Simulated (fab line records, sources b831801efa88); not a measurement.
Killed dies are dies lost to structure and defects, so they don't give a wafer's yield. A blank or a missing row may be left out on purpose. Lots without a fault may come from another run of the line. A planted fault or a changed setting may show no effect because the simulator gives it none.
Chamber matching | flow gf180mcu | GF_V2_CVD_02 on pecvd-03: 3 sister chambers
The step deposits SiO2 from TEOS, target thk 850 nm, time 94.851 s. 14 wafers are shown with their chamber, then 7 later ones without.

WAFERS WITH THEIR CHAMBER
wafer  | chamber | heater_power_w (W)
L553.4 | 2       | 669
L553.5 | 1       | 734
L553.6 | 0       | 549
L554.3 | 1       | 584
L554.5 | 0       | 560
L554.6 | 2       | 719
L556.1 | 1       | 591
L556.2 | 2       | 621
L556.3 | 0       | 557
L555.4 | 1       | 712
L555.5 | 0       | 598
L555.6 | 2       | 778
L560.2 | 2       | 672
L560.4 | 2       | 703

SIGNATURES (means of the wafers above)
reading        | chamber 0 | chamber 1 | chamber 2 | scatter within a chamber
heater_power_w | 566.00    | 655.25    | 693.67    | 55.8
Rule: a wafer's distance from a chamber is the root of the sum, over the readings, of the square of ((its reading less the chamber's mean) divided by the reading's scatter). The wafer belongs to the nearest chamber; if the next one is less than 2 further off, it can't be placed. The scatter: the root of (the sum of the squares of (reading less its chamber's mean) over the shown wafers, divided by (wafers less chambers)).

WAFERS WITHOUT THEIR CHAMBER
wafer  | heater_power_w (W)
L560.5 | 581
L565.4 | 602
L565.5 | 721
L565.6 | 708
L571.4 | 470
L571.5 | 702
L571.6 | 757

WHICH CHAMBER EACH WENT THROUGH
wafer  | from the rows above          | in truth
L560.5 | can't be placed: 0 or 1 or 2 | 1
L565.4 | can't be placed: 0 or 1 or 2 | 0
L565.5 | can't be placed: 2 or 1      | 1
L565.6 | can't be placed: 2 or 1      | 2
L571.4 | can't be placed: 0 or 1      | 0
L571.5 | can't be placed: 2 or 1      | 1
L571.6 | can't be placed: 2 or 1      | 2
Placed correctly: 0 of 7. Can't be placed from these rows: 7 (the true chamber is among the candidates in 7). Placed wrongly: 0.
